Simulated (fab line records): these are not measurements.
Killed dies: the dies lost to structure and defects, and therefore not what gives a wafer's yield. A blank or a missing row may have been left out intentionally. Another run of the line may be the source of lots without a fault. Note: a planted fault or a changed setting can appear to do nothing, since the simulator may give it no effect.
fab line records	flow sky130	part 1 of 2: steps 1 to 26 of 35
record lots=5	wafers=15	last-day=50
route steps=708 shown METAL2@497 VIA2@507
lots that met no fault: taken from a fault-free run of the same line
start-h: hours from the record's first day to the start of the lot's first wafer shown	wait-h: time in hours since the lot's previous step	" identical to the entry in the row above	L1.1+2: a single row standing in for several wafers	- either no value or no given start	* or withheld: withheld	< > ~ a bound
route shown NAME@n: a module of which the file shows steps, and the number in the route of the first	usual: average and standard deviation across the fault-free wafers	same: alike in all rows	chamber/n: place in a boat	sites: readings site by site	_std_site: standard deviation of those values	_edge_site: outer sites' mean less inner sites'	radius-mm: how far each site lies from the wafer's centre	mask NAME#n: copy n	behind: tool/chamber where the wafer was last shaped	hold: reason for holding the lot/hours on hold/outcome of the hold	device: the n, p or np transistor that did not switch	end of line: the route-end tests of the same wafers	step lacking rows: just its recipe	killed: the dies lost at the first sort to structure and to defects; this is not the yield of the wafer	map: a wafer's dies, x killed, . not, _ none there
set.NAME: the setting that was run; set.NAME@STEP: the one run at that earlier step	model.NAME: the simulator's own value behind a step, which no gauge read
certain route steps with their lots: each step a table, each wafer a row
services: the hour from which a tool's chamber was out of use, counted from the record's first day as start-h (under 0 if before that day), plus the number of hours and why
## steps
# step SKY_METAL2_DEVELOP_14
# recipe develop-time-s=60	resist=KrF-thick	dev-temp-c=21
lot.wafer	tool	chamber	start-h	wait-h
L075.3+5+6	litho-track-01	0	-	-
L077.1+3+6	litho-track-01	0	-	-
L087.1+2+5	litho-track-04	0	-	-
L093.2+5+6	litho-track-01	0	-	-
L097.2+4+5	litho-track-04	0	-	-
# step SKY_METAL2_CD_MEAS_15
# recipe target-cd-nm=140
# usual cd-nm=140.1/1.6
lot.wafer	tool	chamber	start-h	wait-h	cd-nm
L075.3	cd-sem-01	-	853.25	-	142.5
L075.5	"	-	"	"	143.2
L075.6	"	-	"	"	142.1
L077.1	cd-sem-02	-	857.31	-	144.8
L077.3	"	-	"	"	143.3
L077.6	"	-	"	"	145.5
L087.1	cd-sem-02	-	921.85	-	139.3
L087.2	"	-	"	"	140.9
L087.5	"	-	"	"	140.8
L093.2	cd-sem-01	-	960.08	-	137.9
L093.5	"	-	"	"	138.6
L093.6	"	-	"	"	139.4
L097.2	cd-sem-01	-	977.02	-	139.5
L097.4	"	-	"	"	139.4
L097.5	"	-	"	"	139.1
# step SKY_METAL2_OVL_MEAS_16
# usual METAL2_OVL=-4/5
lot.wafer	tool	chamber	start-h	wait-h	METAL2_OVL[nm]
L075.3	overlay-01	-	853.34	0.1	-3
L075.5	"	-	"	"	-1
L075.6	"	-	"	"	-6
L077.1	overlay-02	-	857.43	0.1	-8
L077.3	"	-	"	"	-8
L077.6	"	-	"	"	-2
L087.1	overlay-01	-	921.97	0.1	-10
L087.2	"	-	"	"	-7
L087.5	"	-	"	"	-13
L093.2	overlay-01	-	960.19	0.1	-4
L093.5	"	-	"	"	-1
L093.6	"	-	"	"	-4
L097.2	overlay-01	-	977.13	0.1	-3
L097.4	"	-	"	"	-2
L097.5	"	-	"	"	0
# step SKY_METAL2_DESCUM_17
# recipe chemistry=O2	source-power-w=150	bias-power-w=0	pressure-mtorr=10	temp-c=40	time-s=8
# usual drypump-motor-current-A=5.70/0.2	oes-product-au=0.995/0.0085
lot.wafer	tool	chamber	start-h	wait-h	drypump-motor-current-A	oes-product-au	rf-hours-counter-h
L075.3	rie-metal-04	0	853.38	0.0	5.42	0.987	-
L075.5	"	0	"	"	5.41	0.980	-
L075.6	"	1	"	"	5.83	0.988	-
L077.1	rie-metal-02	1	857.47	0.0	5.69	1.005	14
L077.3	"	0	"	"	5.69	1.005	-
L077.6	"	1	"	"	5.65	1.012	-
L087.1	rie-metal-03	1	922.01	0.0	5.86	1.000	6
L087.2	"	0	"	"	5.99	0.997	3
L087.5	"	1	"	"	5.85	0.994	-
L093.2	rie-metal-04	1	960.22	0.0	5.81	0.998	4
L093.5	"	1	"	"	5.78	1.004	-
L093.6	"	0	"	"	5.41	0.991	-
L097.2	rie-metal-04	0	977.16	0.0	5.40	0.980	17
L097.4	"	1	"	"	5.79	1.000	-
L097.5	"	0	"	"	5.41	0.982	-
# step SKY_METAL2_ETCH_18
# recipe chemistry=N2/H2	target=BARC	ion-energy-ev=200	bias-w=100	pressure-mtorr=30	n2-flow-sccm=100	h2-flow-sccm=200	icp-w=500	stop-on=SiO2	time-s=45.9	target-depth-a=600
# usual drypump-motor-current-A=5.71/0.2	oes-product-au=0.855/0.0048	throttle-valve-pct=13.226/0.0092
lot.wafer	tool	chamber	start-h	wait-h	drypump-motor-current-A	oes-product-au	rf-hours-counter-h	throttle-valve-pct
L075.3	rie-metal-04	0	853.42	0.0	5.43	0.850	-	13.225
L075.5	"	0	"	"	5.39	0.849	-	13.203
L075.6	"	1	"	"	5.85	0.860	-	13.240
L077.1	rie-metal-02	1	857.50	0.0	5.65	0.852	14	13.223
L077.3	"	0	"	"	5.69	0.858	-	13.234
L077.6	"	1	"	"	5.65	0.853	-	13.231
L087.1	rie-metal-03	1	922.04	0.0	5.87	0.854	6	13.245
L087.2	"	0	"	"	6.03	0.859	3	13.228
L087.5	"	1	"	"	5.88	0.858	-	13.221
L093.2	rie-metal-04	1	960.25	0.0	5.82	0.846	4	13.214
L093.5	"	1	"	"	5.82	0.849	-	13.223
L093.6	"	0	"	"	5.44	0.859	-	13.222
L097.2	rie-metal-04	0	977.19	0.0	5.40	0.848	17	13.218
L097.4	"	1	"	"	5.79	0.857	-	13.225
L097.5	"	0	"	"	5.41	0.865	-	13.221
# step SKY_METAL2_METAL_ETCH_19
# recipe target-depth-a=3600	stop-on=SiO2	over-etch-frac=0.3	time-s=78	chemistry=Cl2/BCl3	resist-sidewall-deg=88	pressure-mtorr=10	icp-w=900	bias-w=48.5	Cl2_flow_sccm=60	bcl3-flow-sccm=30
# usual drypump-motor-current-A=5.70/0.2	oes-product-au=0.857/0.0062	throttle-valve-pct=22.264/0.0095
lot.wafer	tool	chamber	start-h	wait-h	drypump-motor-current-A	oes-product-au	rf-hours-counter-h	throttle-valve-pct
L075.3	rie-metal-04	0	853.49	0.1	5.43	0.852	-	22.279
L075.5	"	0	"	"	5.43	0.852	-	22.266
L075.6	"	1	"	"	5.79	0.859	-	22.277
L077.1	rie-metal-02	1	857.56	0.0	5.63	0.866	14	22.269
L077.3	"	0	"	"	5.71	0.857	-	22.267
L077.6	"	1	"	"	5.67	0.849	-	22.272
L087.1	rie-metal-03	1	922.10	0.0	5.83	0.858	6	22.254
L087.2	"	0	"	"	5.99	0.851	3	22.265
L087.5	"	1	"	"	5.84	0.854	-	22.266
L093.2	rie-metal-04	1	960.31	0.0	5.84	0.860	4	22.266
L093.5	"	1	"	"	5.84	0.859	-	22.250
L093.6	"	0	"	"	5.44	0.853	-	22.271
L097.2	rie-metal-04	0	977.25	0.0	5.36	0.856	17	22.252
L097.4	"	1	"	"	5.83	0.857	-	22.264
L097.5	"	0	"	"	5.36	0.863	-	22.281
# step SKY_METAL2_STRIP_20
# recipe chemistry=O2/N2	power-w=1400	pressure-mtorr=1500	platen-temp-c=withheld	o2-flow-sccm=3000	n2-flow-sccm=300	overash-fraction=0.5
# usual drypump-motor-current-A=5.8/0.31	oes-product-au=0.346/0.0052	strip-time-to-endpoint-s=2.76/0.04
lot.wafer	tool	chamber	start-h	wait-h	drypump-motor-current-A	oes-product-au	rf-hours-counter-h	strip-time-to-endpoint-s
L075.3	plasma-asher-01	1	853.58	0.1	5.6	0.346	-	2.78
L075.5	"	1	"	"	5.6	0.346	-	2.74
L075.6	"	0	"	"	6.2	0.344	-	2.72
L077.1	plasma-asher-01	0	857.65	0.1	6.2	0.338	107	2.66
L077.3	"	0	"	"	6.1	0.356	-	2.77
L077.6	"	1	"	"	5.6	0.343	-	2.66
L087.1	plasma-asher-03	1	922.19	0.1	5.4	0.340	77	2.72
L087.2	"	0	"	"	5.3	0.339	77	2.71
L087.5	"	0	"	"	5.3	0.353	-	2.71
L093.2	plasma-asher-01	0	960.40	0.1	6.2	0.345	118	2.78
L093.5	"	1	"	"	5.6	0.343	-	2.76
L093.6	"	0	"	"	6.2	0.347	-	2.81
L097.2	plasma-asher-01	0	977.34	0.1	6.2	0.350	120	2.83
L097.4	"	0	"	"	6.2	0.351	-	2.79
L097.5	"	1	"	"	5.6	0.345	-	2.83
# step SKY_METAL2_STRIP_21
# recipe chemistry=post-etch-residue-remover	time-s=1200	temp-c=72.5
# usual bath-heat-duty-pct=14.5/1.5
lot.wafer	tool	chamber	start-h	wait-h	bath-heat-duty-pct
L075.3	wet-bench-02	1	853.65	0.0	12.5
L075.5	"	1	"	"	15.0
L075.6	"	1	"	"	13.1
L077.1	wet-bench-03	0	857.75	0.1	15.8
L077.3	"	0	"	"	15.5
L077.6	"	0	"	"	14.3
L087.1	wet-bench-02	3	922.29	0.1	12.2
L087.2	"	3	"	"	13.5
L087.5	"	3	"	"	12.2
L093.2	wet-bench-01	1	960.50	0.1	15.7
L093.5	"	1	"	"	17.3
L093.6	"	1	"	"	15.2
L097.2	wet-bench-02	2	977.44	0.1	15.7
L097.4	"	2	"	"	17.5
L097.5	"	2	"	"	17.0
# step SKY_METAL2_CLEAN_22
# recipe chemistry=IPA	time-s=180	temp-c=25
# usual bath-heat-duty-pct=6.4/0.64
lot.wafer	tool	chamber	start-h	wait-h	bath-heat-duty-pct
L075.3	wet-bench-01	0	854.02	0.0	6.8
L075.5	"	0	"	"	6.8
L075.6	"	0	"	"	6.2
L077.1	wet-bench-01	2	858.09	0.0	6.5
L077.3	"	2	"	"	6.3
L077.6	"	2	"	"	5.5
L087.1	wet-bench-01	0	922.63	0.0	6.7
L087.2	"	0	"	"	5.6
L087.5	"	0	"	"	6.7
L093.2	wet-bench-02	0	960.84	0.0	6.1
L093.5	"	0	"	"	5.9
L093.6	"	0	"	"	6.5
L097.2	wet-bench-03	2	977.78	0.0	7.1
L097.4	"	2	"	"	6.0
L097.5	"	2	"	"	7.1
# step SKY_METAL2_CLEAN_23
# recipe chemistry=O3/DIW	dry=n2-spin
lot.wafer	tool	chamber	start-h	wait-h
L075.3+5+6	wet-bench-02	1	854.08	0.0
L077.1+3+6	wet-bench-03	3	858.15	0.0
L087.1+2+5	wet-bench-03	3	922.69	0.0
L093.2+5+6	wet-bench-01	3	960.90	0.0
L097.2+4+5	wet-bench-02	3	977.84	0.0
# step SKY_VIA2_HDPCVD_00
# recipe material=SiO2	target-thk-nm=1180	sigma-open-frac=0.3	time-s=196.7	temp-c=400	sih4-flow-sccm=60	pressure-mtorr=6
# usual sih4-flow-sccm=59.98/0.23
lot.wafer	tool	chamber	start-h	wait-h	sih4-flow-sccm
L075.3	hdpcvd-02	2	854.18	0.0	60.06
L075.5	"	1	"	"	60.16
L075.6	"	0	"	"	59.67
L077.1	hdpcvd-01	2	858.24	0.0	59.92
L077.3	"	1	"	"	60.26
L077.6	"	2	"	"	60.01
L087.1	hdpcvd-02	1	922.78	0.0	59.79
L087.2	"	0	"	"	59.89
L087.5	"	0	"	"	60.03
L093.2	hdpcvd-01	0	960.99	0.0	59.59
L093.5	"	2	"	"	60.19
L093.6	"	1	"	"	60.15
L097.2	hdpcvd-02	1	977.93	0.0	59.72
L097.4	"	0	"	"	59.92
L097.5	"	2	"	"	59.81
# step SKY_VIA2_THK_MEAS_01
# recipe reads=SiO2_of_VIA2_HDPCVD_00
# usual VIA2_HDPCVD_THK=1187/15
lot.wafer	tool	chamber	start-h	wait-h	VIA2_HDPCVD_THK[nm]
L075.3	film-metro-02	-	854.33	0.1	1191
L075.5	"	-	"	"	1187
L075.6	"	-	"	"	1180
L077.1	film-metro-02	-	858.37	0.1	1200
L077.3	"	-	"	"	1179
L077.6	"	-	"	"	1209
L087.1	film-metro-03	-	922.91	0.1	1192
L087.2	"	-	"	"	1189
L087.5	"	-	"	"	1172
L093.2	film-metro-01	-	961.13	0.1	1191
L093.5	"	-	"	"	1233
L093.6	"	-	"	"	1203
L097.2	film-metro-01	-	978.07	0.1	1179
L097.4	"	-	"	"	1175
L097.5	"	-	"	"	1181
# step SKY_VIA2_CMP_02
# recipe material=SiO2	down-force-psi=4	platen-rpm=60	pad-velocity-m-s=0.94248
# usual motor-current-A=11.8/0.8	retaining-ring-pressure-frac=1.000/0.0048	slurry-filter-dp-kPa=13.51/0.14
lot.wafer	tool	chamber	start-h	wait-h	motor-current-A	retaining-ring-pressure-frac	slurry-filter-dp-kPa
L075.3	cmp-01	2	854.37	0.0	12.5	0.999	13.40
L075.5	"	2	"	"	12.0	1.000	13.59
L075.6	"	3	"	"	12.8	1.007	13.33
L077.3	cmp-01	0	858.53	0.1	10.4	1.004	13.57
L077.1	"	1	"	"	11.7	1.002	13.47
L077.6	"	3	"	"	13.0	0.999	13.56
L087.2	cmp-01	3	922.97	0.0	12.8	1.003	13.57
L087.1	"	1	"	"	11.8	0.995	13.70
L087.5	"	0	"	"	11.5	0.996	13.24
L093.2	cmp-01	3	961.18	0.0	12.5	0.993	13.57
L093.6	"	3	"	"	12.5	1.002	13.72
L093.5	"	0	"	"	11.3	1.003	13.68
L097.2	cmp-02	0	978.12	0.0	11.0	1.009	13.51
L097.4	"	1	"	"	12.5	1.003	13.21
L097.5	"	1	"	"	12.3	1.004	13.42
# step SKY_VIA2_BOW_MEAS_03
# recipe mode=bow
# usual VIA2_BOW=86/8.2
lot.wafer	tool	chamber	start-h	wait-h	VIA2_BOW[um]
L075.3	film-metro-03	-	854.71	0.3	95
L075.5	"	-	"	"	82
L075.6	"	-	"	"	88
L077.1	film-metro-03	-	858.73	0.1	89
L077.3	"	-	"	"	77
L077.6	"	-	"	"	83
L087.1	film-metro-01	-	923.27	0.1	97
L087.2	"	-	"	"	97
L087.5	"	-	"	"	83
L093.2	film-metro-02	-	961.50	0.3	73
L093.5	"	-	"	"	82
L093.6	"	-	"	"	87
L097.2	film-metro-03	-	978.44	0.3	90
L097.4	"	-	"	"	73
L097.5	"	-	"	"	80
# step SKY_VIA2_DEHYDRATE_04
# recipe temp-c=200	time-s=60
lot.wafer	tool	chamber	start-h	wait-h
L075.3+5+6	litho-track-02	0	867.31	12.6
L077.1+3+6	litho-track-03	0	871.18	12.4
L087.1+2+5	litho-track-03	0	935.08	11.8
L093.2+5+6	litho-track-02	0	973.18	11.7
L097.2+4+5	litho-track-02	0	989.93	11.5
# step SKY_VIA2_HMDS_05
# recipe prime-time-s=60	prime-temp-c=120
lot.wafer	tool	chamber	start-h	wait-h
L075.3+5+6	litho-track-02	0	867.46	0.1
L077.1+3+6	litho-track-03	0	871.33	0.1
L087.1+2+5	litho-track-03	0	935.23	0.1
L093.2+5+6	litho-track-02	0	973.33	0.1
L097.2+4+5	litho-track-02	0	990.08	0.1
# step SKY_VIA2_COAT_06
# recipe resist=BARC	temp-c=withheld	time-s=withheld	spin-rpm=3000	resist-thk-nm=60
# usual dispense-pressure-kPa=52/5
lot.wafer	tool	chamber	start-h	wait-h	dispense-pressure-kPa
L075.3	litho-track-02	0	867.61	0.1	47
L075.5	"	0	"	"	47
L075.6	"	0	"	"	47
L077.1	litho-track-03	0	871.48	0.1	57
L077.3	"	0	"	"	57
L077.6	"	0	"	"	57
L087.1	litho-track-03	0	935.38	0.1	57
L087.2	"	0	"	"	57
L087.5	"	0	"	"	57
L093.2	litho-track-02	0	973.48	0.1	47
L093.5	"	0	"	"	47
L093.6	"	0	"	"	47
L097.2	litho-track-02	0	990.23	0.1	47
L097.4	"	0	"	"	47
L097.5	"	0	"	"	47
# step SKY_VIA2_COAT_07
# recipe resist=KrF-thick	spin-rpm=3000	resist-thk-nm=450
# usual dispense-pressure-kPa=52/5
lot.wafer	tool	chamber	start-h	wait-h	dispense-pressure-kPa
L075.3	litho-track-02	0	-	-	47
L075.5	"	0	"	"	47
L075.6	"	0	"	"	47
L077.1	litho-track-03	0	-	-	57
L077.3	"	0	"	"	57
L077.6	"	0	"	"	57
L087.1	litho-track-03	0	-	-	57
L087.2	"	0	"	"	57
L087.5	"	0	"	"	57
L093.2	litho-track-02	0	-	-	47
L093.5	"	0	"	"	47
L093.6	"	0	"	"	47
L097.2	litho-track-02	0	-	-	47
L097.4	"	0	"	"	47
L097.5	"	0	"	"	47
# step SKY_VIA2_SOFTBAKE_08
# recipe temp-c=100	time-s=90	resist=KrF-thick
lot.wafer	tool	chamber	start-h	wait-h
L075.3+5+6	litho-track-02	0	-	-
L077.1+3+6	litho-track-03	0	-	-
L087.1+2+5	litho-track-03	0	-	-
L093.2+5+6	litho-track-02	0	-	-
L097.2+4+5	litho-track-02	0	-	-
# step SKY_VIA2_EXPOSE_09
# recipe mask-id=VIM2	na=0.8	source-shape=annular	sigma-inner=0.55	sigma-outer=0.85	target-cd-nm=200	dose-mj=38
# usual focus-offset-nm=0.1/0.53	reticle-temp-C=23.00/0.12
# same sigma-inner=0.55
lot.wafer	tool	chamber	start-h	wait-h	mask	focus-offset-nm	reticle-temp-C
L075.3	krf-scanner-01	0	-	-	VIM2#0	0.4	23.03
L075.5	"	0	"	"	VIM2#0	0.2	23.11
L075.6	"	0	"	"	VIM2#0	0.1	23.04
L077.1	krf-scanner-02	0	-	-	VIM2#0	-0.7	23.12
L077.3	"	0	"	"	VIM2#0	0.0	23.05
L077.6	"	0	"	"	VIM2#0	-1.1	22.97
L087.1	krf-scanner-01	0	-	-	VIM2#0	0.7	23.04
L087.2	"	0	"	"	VIM2#0	0.1	23.00
L087.5	"	0	"	"	VIM2#0	-0.4	22.99
L093.2	krf-scanner-02	0	-	-	VIM2#0	1.1	22.86
L093.5	"	0	"	"	VIM2#0	0.1	23.00
L093.6	"	0	"	"	VIM2#0	0.0	23.13
L097.2	krf-scanner-01	0	-	-	VIM2#0	0.3	23.00
L097.4	"	0	"	"	VIM2#0	1.3	23.02
L097.5	"	0	"	"	VIM2#0	0.1	23.15
# step SKY_VIA2_PEB_10
# recipe peb-temp-c=withheld	peb-time-s=withheld	resist=KrF-thick
lot.wafer	tool	chamber	start-h	wait-h
L075.3+5+6	litho-track-03	0	-	-
L077.1+3+6	litho-track-03	0	-	-
L087.1+2+5	litho-track-03	0	-	-
L093.2+5+6	litho-track-03	0	-	-
L097.2+4+5	litho-track-03	0	-	-
# step SKY_VIA2_DEVELOP_11
# recipe develop-time-s=60	resist=KrF-thick	dev-temp-c=21
lot.wafer	tool	chamber	start-h	wait-h
L075.3+5+6	litho-track-03	0	-	-
L077.1+3+6	litho-track-03	0	-	-
L087.1+2+5	litho-track-03	0	-	-
L093.2+5+6	litho-track-03	0	-	-
L097.2+4+5	litho-track-03	0	-	-
# step SKY_VIA2_CD_MEAS_12
# recipe target-cd-nm=200
# usual cd-nm=200.1/1.5
lot.wafer	tool	chamber	start-h	wait-h	cd-nm
L075.3	cd-sem-01	-	880.82	-	201.8
L075.5	"	-	"	"	202.7
L075.6	"	-	"	"	201.6
L077.1	cd-sem-01	-	885.03	-	197.0
L077.3	"	-	"	"	199.2
L077.6	"	-	"	"	197.9
L087.1	cd-sem-01	-	948.28	-	200.7
L087.2	"	-	"	"	198.8
L087.5	"	-	"	"	201.8
L093.2	cd-sem-02	-	985.45	-	198.3
L093.5	"	-	"	"	199.1
L093.6	"	-	"	"	199.4
L097.2	cd-sem-02	-	1002.30	-	201.0
L097.4	"	-	"	"	200.9
L097.5	"	-	"	"	200.1
# step SKY_VIA2_OVL_MEAS_13
# usual VIA2_OVL=0/5.7
lot.wafer	tool	chamber	start-h	wait-h	VIA2_OVL[nm]
L075.3	overlay-02	-	880.91	0.1	-1
L075.5	"	-	"	"	1
L075.6	"	-	"	"	-3
L077.1	overlay-02	-	885.15	0.1	4
L077.3	"	-	"	"	10
L077.6	"	-	"	"	2
L087.1	overlay-02	-	948.40	0.1	-9
L087.2	"	-	"	"	-9
L087.5	"	-	"	"	-15
L093.2	overlay-02	-	985.55	0.1	1
L093.5	"	-	"	"	-8
L093.6	"	-	"	"	0
L097.2	overlay-02	-	1002.40	0.1	-12
L097.4	"	-	"	"	-8
L097.5	"	-	"	"	-14
# step SKY_VIA2_ETCH_14
# recipe chemistry=N2/H2	target=BARC	ion-energy-ev=200	source-w=500	bias-w=98.87	pressure-mtorr=30	n2-flow-sccm=100	h2-flow-sccm=200	stop-on=SiO2	time-s=45.9	target-depth-a=600
# usual drypump-motor-current-A=5.8/0.46	oes-product-au=0.854/0.0048	throttle-valve-pct=13.223/0.0088
lot.wafer	tool	chamber	start-h	wait-h	drypump-motor-current-A	oes-product-au	rf-hours-counter-h	throttle-valve-pct
L075.3	rie-diel-04	2	880.93	0.0	6.2	0.859	4	13.230
L075.5	"	1	"	"	6.4	0.852	-	13.218
L075.6	"	0	"	"	5.5	0.859	-	13.229
L077.1	rie-diel-02	1	885.18	0.0	6.0	0.851	11	13.227
L077.3	"	0	"	"	6.2	0.856	20	13.231
L077.6	"	3	"	"	6.0	0.854	-	13.224
L087.1	rie-diel-02	3	948.43	0.0	6.0	0.858	26	13.221
L087.2	"	0	"	"	6.3	0.855	22	13.212
L087.5	"	2	"	"	4.7	0.852	-	13.223
L093.2	rie-diel-02	1	985.58	0.0	6.0	0.856	14	13.235
L093.5	"	1	"	"	5.9	0.852	-	13.219
L093.6	"	2	"	"	4.7	0.855	-	13.219
L097.2	rie-diel-03	3	1002.43	0.0	5.8	0.856	22	13.214
L097.4	"	2	"	"	6.1	0.856	-	13.206
L097.5	"	2	"	"	6.1	0.853	-	13.219
# step SKY_VIA2_ETCH_15
# recipe target=SiO2	chemistry=C4F8/O2/Ar	target-depth-nm=546	stop-on=TiN	mask-material=KrF-thick	source-w=1500	bias-w=1200	pressure-mtorr=40	c4f8-flow-sccm=withheld	O2_flow_sccm=6	Ar_flow_sccm=300	time-s=84
# usual oes-product-au=0.940/0.0048
lot.wafer	tool	chamber	start-h	wait-h	oes-product-au	rf-hours-counter-h
L075.3	rie-diel-04	2	880.97	0.0	0.940	4
L075.5	"	1	"	"	0.944	-
L075.6	"	0	"	"	0.947	-
L077.1	rie-diel-02	1	885.22	0.0	0.940	11
L077.3	"	0	"	"	0.937	21
L077.6	"	3	"	"	0.946	-
L087.1	rie-diel-02	3	948.47	0.0	0.940	26
L087.2	"	0	"	"	0.941	22
L087.5	"	2	"	"	0.937	-
L093.2	rie-diel-02	1	985.63	0.0	0.938	14
L093.5	"	1	"	"	0.948	-
L093.6	"	2	"	"	0.943	-
L097.2	rie-diel-03	3	1002.50	0.0	0.939	23
L097.4	"	2	"	"	0.932	-
L097.5	"	2	"	"	0.938	-
